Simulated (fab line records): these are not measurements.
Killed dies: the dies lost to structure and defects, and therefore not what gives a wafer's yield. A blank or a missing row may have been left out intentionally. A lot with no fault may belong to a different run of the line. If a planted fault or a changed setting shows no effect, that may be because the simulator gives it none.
Chamber matching :: flow sky130 :: rie_si-01 running SKY_POLY_GATE_ETCH_17: 4 sister chambers
The step etches poly-Si in HBr/Cl2, stops on SiO2, target depth 180 nm, time 70.5 s. 18 wafers are shown with their chamber, then 9 later ones without.

## WAFERS WITH THEIR CHAMBER
wafer: L404.1
chamber: 3
oes_product_au (a.u.): 0.987
throttle_valve_pct (%): 33.676
bias_w (W): 100.16

wafer: L404.2
chamber: 1
oes_product_au (a.u.): 0.988
throttle_valve_pct (%): 33.683
bias_w (W): 99.94

wafer: L404.3
chamber: 2
oes_product_au (a.u.): 0.991
throttle_valve_pct (%): 33.661
bias_w (W): 100.43

wafer: L405.1
chamber: 0
oes_product_au (a.u.): 0.985
throttle_valve_pct (%): 33.694
bias_w (W): 100.47

wafer: L405.2
chamber: 2
oes_product_au (a.u.): 0.986
throttle_valve_pct (%): 33.690
bias_w (W): 99.98

wafer: L405.4
chamber: 1
oes_product_au (a.u.): 0.988
throttle_valve_pct (%): 33.686
bias_w (W): 99.77

wafer: L406.3
chamber: 0
oes_product_au (a.u.): 1.003
throttle_valve_pct (%): 33.685
bias_w (W): 99.53

wafer: L406.5
chamber: 3
oes_product_au (a.u.): 1.004
throttle_valve_pct (%): 33.662
bias_w (W): 99.99

wafer: L406.6
chamber: 2
oes_product_au (a.u.): 0.994
throttle_valve_pct (%): 33.682
bias_w (W): 99.81

wafer: L415.1
chamber: 2
oes_product_au (a.u.): 0.987
throttle_valve_pct (%): 33.685
bias_w (W): 99.64

wafer: L415.2
chamber: 0
oes_product_au (a.u.): 0.991
throttle_valve_pct (%): 33.682
bias_w (W): 100.42

wafer: L415.6
chamber: 1
oes_product_au (a.u.): 0.986
throttle_valve_pct (%): 33.684
bias_w (W): 100.41

wafer: L418.1
chamber: 2
oes_product_au (a.u.): 0.989
throttle_valve_pct (%): 33.682
bias_w (W): 99.65

wafer: L418.4
chamber: 0
oes_product_au (a.u.): 1.005
throttle_valve_pct (%): 33.685
bias_w (W): 100.27

wafer: L418.5
chamber: 1
oes_product_au (a.u.): 0.995
throttle_valve_pct (%): 33.688
bias_w (W): 100.21

wafer: L421.1
chamber: 2
oes_product_au (a.u.): 1.004
throttle_valve_pct (%): 33.700
bias_w (W): 99.74

wafer: L421.2
chamber: 0
oes_product_au (a.u.): 0.996
throttle_valve_pct (%): 33.680
bias_w (W): 99.52

wafer: L421.5
chamber: 3
oes_product_au (a.u.): 0.983
throttle_valve_pct (%): 33.698
bias_w (W): 99.49

SIGNATURES (means of the wafers above)
reading: oes_product_au
chamber 0: 0.99600
chamber 1: 0.98925
chamber 2: 0.99183
chamber 3: 0.99133
scatter within a chamber: 0.00751

reading: throttle_valve_pct
chamber 0: 33.68520
chamber 1: 33.68525
chamber 2: 33.68333
chamber 3: 33.67867
scatter within a chamber: 0.0107

reading: bias_w
chamber 0: 100.0420
chamber 1: 100.0825
chamber 2: 99.8750
chamber 3: 99.8800
scatter within a chamber: 0.363
Rule: distance of a wafer from a chamber = root of the sum over the readings of ((wafer's reading minus chamber's mean) / reading's scatter) squared. The wafer belongs to the nearest chamber; if the next one is less than 2 further off, it can't be placed. The scatter is the square root of a quotient: the sum, over the shown wafers, of each reading's squared deviation from its chamber's mean, divided by wafers minus chambers.

## WAFERS WHOSE CHAMBER IS MISSING
wafer: L423.3
oes_product_au (a.u.): 0.983
throttle_valve_pct (%): 33.673
bias_w (W): 99.58

wafer: L423.5
oes_product_au (a.u.): 0.988
throttle_valve_pct (%): 33.668
bias_w (W): 100.26

wafer: L423.6
oes_product_au (a.u.): 0.981
throttle_valve_pct (%): 33.672
bias_w (W): 100.31

wafer: L425.1
oes_product_au (a.u.): 0.982
throttle_valve_pct (%): 33.685
bias_w (W): 99.80

wafer: L425.3
oes_product_au (a.u.): 0.983
throttle_valve_pct (%): 33.705
bias_w (W): 100.26

wafer: L425.5
oes_product_au (a.u.): 0.987
throttle_valve_pct (%): 33.682
bias_w (W): 99.64

wafer: L426.2
oes_product_au (a.u.): 0.987
throttle_valve_pct (%): 33.685
bias_w (W): 99.44

wafer: L426.3
oes_product_au (a.u.): 0.983
throttle_valve_pct (%): 33.686
bias_w (W): 99.98

wafer: L426.5
oes_product_au (a.u.): 0.977
throttle_valve_pct (%): 33.687
bias_w (W): 100.63

## THE CHAMBER EACH PASSED THROUGH
wafer: L423.3
from the rows above: can't be placed: 3 or 2 or 1 or 0
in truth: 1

wafer: L423.5
from the rows above: can't be placed: 3 or 1 or 2 or 0
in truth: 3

wafer: L423.6
from the rows above: can't be placed: 1 or 3 or 2 or 0
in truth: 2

wafer: L425.1
from the rows above: can't be placed: 1 or 2 or 3 or 0
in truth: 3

wafer: L425.3
from the rows above: can't be placed: 1 or 2 or 0 or 3
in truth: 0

wafer: L425.5
from the rows above: can't be placed: 2 or 3 or 1 or 0
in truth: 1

wafer: L426.2
from the rows above: can't be placed: 2 or 3 or 1 or 0
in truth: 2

wafer: L426.3
from the rows above: can't be placed: 1 or 2 or 3 or 0
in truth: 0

wafer: L426.5
from the rows above: can't be placed: 1 or 2 or 3 or 0
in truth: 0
Correct placement for 0 of the 9. Cannot be placed on the basis of these rows: 9; the candidates contain the true chamber in 9. 0 placed wrongly.
